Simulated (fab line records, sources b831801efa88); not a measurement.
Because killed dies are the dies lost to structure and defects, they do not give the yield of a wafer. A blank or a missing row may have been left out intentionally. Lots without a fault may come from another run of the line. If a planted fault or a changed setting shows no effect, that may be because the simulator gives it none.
Which tool did it? :: flow sky130 :: route of 708 steps, sampled at 1 step: 6 lots, 18 wafers

== WHAT EACH GAUGE READ, for each wafer ==
SKY_METAL4_CD_MEAS_13: target cd 300 nm.
lot: L792
measured: day 41 20:18
on: cd-sem-01
cd-nm (nm): 299.6 299.3 298.6

lot: L795
measured: day 43 02:17
on: cd-sem-01
cd-nm (nm): 300.4 300.4 301.0

lot: L799
measured: day 44 08:38
on: cd-sem-02
cd-nm (nm): 303.4 302.0 301.7

lot: L801
measured: day 44 19:23
on: cd-sem-02
cd-nm (nm): 303.4 302.5 302.4

lot: L807
measured: day 46 07:10
on: cd-sem-01
cd-nm (nm): 301.0 300.2 301.0

lot: L811
measured: day 47 14:58
on: cd-sem-02
cd-nm (nm): 300.1 300.9 300.1

== WHICH TOOL RAN EACH LOT (tool, then ch and the chambers of the sampled wafers, then the start) ==
The record holds no process step before these readings.

== THE ANSWER, worked out from the rows above alone ==
Rule: usual is defined by the lots themselves. Put in order of their means at a reading, lots are off if they are a third of the lots or fewer, leave a main group of 4 or more, and stand apart from it by a gap of 3 or more times the standard deviation of the main group's means; of several such gaps the widest counts. The tables above print the reading to a certain number of digits; a main group whose means all agree to those digits is not used. Also off: a lot with no number at a reading for which 4 or more lots have one. The other lots that the step has rows for count as sound.
Nothing can be told from this: no lot is off at any reading shown.

== WHAT WAS PUT IN BY THE SIMULATOR ==
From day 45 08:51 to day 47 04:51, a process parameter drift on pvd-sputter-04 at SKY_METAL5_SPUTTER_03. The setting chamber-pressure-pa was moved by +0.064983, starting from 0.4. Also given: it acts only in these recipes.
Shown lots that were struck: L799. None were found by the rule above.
